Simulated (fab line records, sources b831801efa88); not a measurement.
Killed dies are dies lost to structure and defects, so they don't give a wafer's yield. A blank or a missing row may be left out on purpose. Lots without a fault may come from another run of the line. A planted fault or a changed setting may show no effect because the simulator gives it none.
Which tool did it? | flow gf180mcu | 12 lots, 35 wafers sampled, at 7 steps of a route of 602

WHAT THE GAUGES READ, wafer by wafer
GF_PSD_RS_MEAS_14: measures by four-point-probe.
lot  | measured     | on            | NSD_RS (ohm/sq)
L246 | day 14 04:51 | film_metro-02 | 46.22 46.22
L250 | day 15 12:30 | film_metro-03 | 46.23 46.21 46.17
L251 | day 15 20:15 | film_metro-02 | 46.15 46.17 46.11
L252 | day 16 06:57 | film_metro-02 | 46.07 46.14 46.08
L255 | day 17 11:44 | film_metro-02 | 46.01 45.96 46.14
L256 | day 17 18:40 | film_metro-03 | 46.03 46.07 46.10
L257 | day 18 03:59 | film_metro-03 | 46.08 46.17 46.17
L262 | day 19 19:07 | film_metro-03 | 46.16 46.11 46.20
L266 | day 21 06:43 | film_metro-02 | 46.28 46.31 46.26
L267 | day 21 21:41 | film_metro-01 | 46.23 46.25 46.28
L268 | day 22 08:56 | film_metro-03 | 46.10 46.13 46.09
L269 | day 22 10:08 | film_metro-02 | 46.19 46.30 46.22

GF_CONTACT_RS_MEAS_25: measures by four-point-probe.
lot  | measured     | on            | CONTACT_W_RS (ohm/sq)
L246 | day 16 01:23 | film_metro-03 | 0.381 0.381
L250 | day 17 10:25 | film_metro-01 | 0.390 0.393 0.390
L251 | day 17 17:10 | film_metro-01 | 0.388 0.383 0.378
L252 | day 18 04:38 | film_metro-04 | 0.387 0.388 0.387
L255 | day 19 13:34 | film_metro-01 | 0.379 0.374 0.373
L256 | day 19 20:20 | film_metro-01 | 0.644 0.635 0.643
L257 | day 20 06:38 | film_metro-04 | 0.381 0.376 0.630
L262 | day 21 21:23 | film_metro-04 | 0.383 0.386 0.386
L266 | day 23 08:08 | film_metro-03 | 0.390 0.380 0.390
L267 | day 23 22:32 | film_metro-04 | 0.388 0.379 0.386
L268 | day 24 09:07 | film_metro-04 | 0.386 0.385 0.387
L269 | day 24 10:48 | film_metro-04 | 0.383 0.379 0.377

GF_CONTACT_THK_MEAS_26: measures by xrf.
lot  | measured     | on            | CONTACT_W_THK (nm)
L246 | day 16 01:29 | film_metro-03 | 315 313
L250 | day 17 10:32 | film_metro-01 | 299 297 298
L251 | day 17 17:17 | film_metro-01 | 303 307 310
L252 | day 18 04:44 | film_metro-04 | 301 301 301
L255 | day 19 13:41 | film_metro-01 | 314 321 318
L256 | day 19 20:26 | film_metro-01 | 184 187 186
L257 | day 20 06:46 | film_metro-04 | 306 310 184
L262 | day 21 21:30 | film_metro-04 | 303 303 302
L266 | day 23 08:14 | film_metro-03 | 303 311 303
L267 | day 23 22:38 | film_metro-04 | 299 306 301
L268 | day 24 09:14 | film_metro-04 | 299 299 299
L269 | day 24 10:55 | film_metro-04 | 302 305 307

GF_M1_CD_MEAS_14: target cd 230 nm.
lot  | measured     | on        | cd_nm (nm)
L246 | day 17 00:08 | cd_sem-02 | 230.8 230.8
L250 | day 18 10:55 | cd_sem-02 | 231.8 231.3 231.6
L251 | day 18 17:17 | cd_sem-02 | 231.9 231.4 230.8
L252 | day 19 04:59 | cd_sem-02 | 231.9 230.8 231.1
L255 | day 20 14:14 | cd_sem-02 | 230.6 229.4 230.1
L256 | day 20 21:28 | cd_sem-02 | 230.7 231.7 231.9
L257 | day 21 07:01 | cd_sem-02 | 231.4 230.9 230.2
L262 | day 22 21:55 | cd_sem-02 | 232.6 231.7 231.2
L266 | day 24 07:28 | cd_sem-01 | 230.4 229.7 229.2
L267 | day 24 21:24 | cd_sem-02 | 230.2 231.1 230.5
L268 | day 25 07:22 | cd_sem-01 | 229.2 230.2 228.6
L269 | day 25 08:56 | cd_sem-01 | 227.7 228.1 228.6

WHICH TOOL RAN EACH LOT (tool, then ch and the chambers of the sampled wafers, then the start)
lot  | GF_SAB_ETCH_11                     | GF_CONTACT_CVD_24             | GF_CONTACT_CMP_27
L246 | rie_diel-02 ch 0,1, day 15 02:03   | cvd_w-01 ch 0, day 16 01:16   | cmp-01 ch 0,2, day 16 01:38
L250 | rie_diel-02 ch 0,1,2, day 16 10:03 | cvd_w-02 ch 0, day 17 10:18   | cmp-02 ch 1,3, day 17 10:35
L251 | rie_diel-02 ch 0,1,2, day 16 17:34 | cvd_w-02 ch 0,1, day 17 17:03 | cmp-01 ch 0,1,2, day 17 17:20
L252 | rie_diel-01 ch 0,3, day 17 04:25   | cvd_w-02 ch 0, day 18 04:31   | cmp-02 ch 1,3, day 18 04:47
L255 | rie_diel-04 ch 0,1, day 18 11:42   | cvd_w-01 ch 0,1, day 19 13:27 | cmp-02 ch 0,1,3, day 19 13:50
L256 | rie_diel-04 ch 1,2,3, day 18 17:49 | cvd_w-01 ch 0, day 19 20:13   | cmp-02 ch 0,2,3, day 19 20:32
L257 | rie_diel-02 ch 1,2,3, day 19 04:14 | cvd_w-01 ch 0,1, day 20 06:31 | cmp-02 ch 0,3, day 20 06:49
L262 | rie_diel-01 ch 1,2,3, day 20 18:45 | cvd_w-02 ch 0,1, day 21 21:16 | cmp-02 ch 1,2,3, day 21 21:52
L266 | rie_diel-02 ch 0,1, day 22 06:01   | cvd_w-01 ch 0,1, day 23 08:02 | cmp-02 ch 1,2,3, day 23 08:23
L267 | rie_diel-04 ch 0,1,2, day 22 21:14 | cvd_w-01 ch 0,1, day 23 22:25 | cmp-01 ch 0,1,2, day 23 22:47
L268 | rie_diel-01 ch 1,3, day 23 08:04   | cvd_w-01 ch 0, day 24 09:00   | cmp-02 ch 1,2,3, day 24 09:17
L269 | rie_diel-01 ch 0,1,3, day 23 09:43 | cvd_w-01 ch 0,1, day 24 10:42 | cmp-02 ch 0,1,2, day 24 10:59
- GF_SAB_ETCH_11: etches SiO2 in C4F8/O2/Ar, target depth 55 nm, time 8.5 s.
- GF_CONTACT_CVD_24: deposits W, target thk 300 nm, time 90.339 s.
- GF_CONTACT_CMP_27: polishes, stops on SiO2, t overpolish 15 s, target thk 0 nm.

WHAT THE TOOLS THEMSELVES READ (means of the sampled wafers that have a number; where no wafer has one, the mark that the record gives instead)
GF_SAB_ETCH_11.
lot  | tool        | oes_product_au (a.u.)
L246 | rie_diel-02 | 0.996
L250 | rie_diel-02 | 0.997
L251 | rie_diel-02 | 1.000
L252 | rie_diel-01 | 0.993
L255 | rie_diel-04 | 0.990
L256 | rie_diel-04 | 1.011
L257 | rie_diel-02 | 0.999
L262 | rie_diel-01 | 0.991
L266 | rie_diel-02 | 0.997
L267 | rie_diel-04 | 0.994
L268 | rie_diel-01 | 0.999
L269 | rie_diel-01 | 0.993

GF_CONTACT_CVD_24.
lot  | tool     | heater_power_w (W) | susceptor_temp_C (C)
L246 | cvd_w-01 | 855                | 399.74
L250 | cvd_w-02 | 885                | 400.02
L251 | cvd_w-02 | 885                | 400.06
L252 | cvd_w-02 | 895                | 400.16
L255 | cvd_w-01 | 765                | 399.87
L256 | cvd_w-01 | 704                | 372.79
L257 | cvd_w-01 | 706                | 390.89
L262 | cvd_w-02 | 887                | 400.09
L266 | cvd_w-01 | 813                | 400.13
L267 | cvd_w-01 | 812                | 400.12
L268 | cvd_w-01 | 851                | 399.75
L269 | cvd_w-01 | 765                | 399.93

GF_CONTACT_CMP_27.
lot  | tool   | motor_current_A (A) | platen_rpm (rpm) | slurry_filter_dp_kPa (kPa) | slurry_flow_ml_min | time_to_endpoint_s (s)
L246 | cmp-01 | 10.6                | 60.00            | 13.63                      | 149.8              | 72
L250 | cmp-02 | 11.6                | 59.99            | 13.45                      | 150.1              | 76
L251 | cmp-01 | 10.0                | 60.02            | 13.54                      | 150.5              | 74
L252 | cmp-02 | 11.1                | 60.02            | 13.57                      | 149.5              | 72
L255 | cmp-02 | 10.5                | 59.99            | 13.45                      | 149.8              | 72
L256 | cmp-02 | 10.5                | 59.95            | 13.55                      | 150.8              | 45
L257 | cmp-02 | 9.9                 | 60.02            | 13.43                      | 150.3              | 62
L262 | cmp-02 | 11.1                | 60.02            | 13.57                      | 150.2              | 75
L266 | cmp-02 | 10.6                | 60.01            | 13.42                      | 150.4              | 73
L267 | cmp-01 | 9.9                 | 59.99            | 13.39                      | 150.2              | 74
L268 | cmp-02 | 11.2                | 59.97            | 13.45                      | 149.5              | 75
L269 | cmp-02 | 11.4                | 60.00            | 13.39                      | 150.1              | 74

THE ANSWER, worked out from the rows above alone
Rule: what is usual is taken from the lots themselves. Put in order of their means at a reading, lots are off if they are a third of the lots or fewer, leave a main group of 4 or more, and stand apart from it by a gap of 3 or more times the standard deviation of the main group's means; of several such gaps the widest counts. A main group whose means are all the same, to the digits that the tables above print for the reading, isn't used. A lot without any number at a reading at which 4 lots or more have one is off too. The other lots that the step has rows for count as sound. The gauges are gone through in route order, then the tools' own readings, and for those a lot's mean is taken as printed above. The first step at which some lot is off is used, and at that step the reading that is off furthest; a lot without a number counts as furthest.
Off: L256, L257, at GF_CONTACT_RS_MEAS_25 (CONTACT_W_RS). The main group: mean 0.384 ohm/sq, standard deviation 0.0042.
A tool fits if, at a process step before that reading, it ran every lot that is off, and no sound lot after the first of them. The gauges at GF_CONTACT_RS_MEAS_25 aren't tried: what is off there is off at GF_CONTACT_CVD_24 too, on other tools, and a gauge's error can't cause that. None of those tried fits.

WHAT THE SIMULATOR HAD PUT IN
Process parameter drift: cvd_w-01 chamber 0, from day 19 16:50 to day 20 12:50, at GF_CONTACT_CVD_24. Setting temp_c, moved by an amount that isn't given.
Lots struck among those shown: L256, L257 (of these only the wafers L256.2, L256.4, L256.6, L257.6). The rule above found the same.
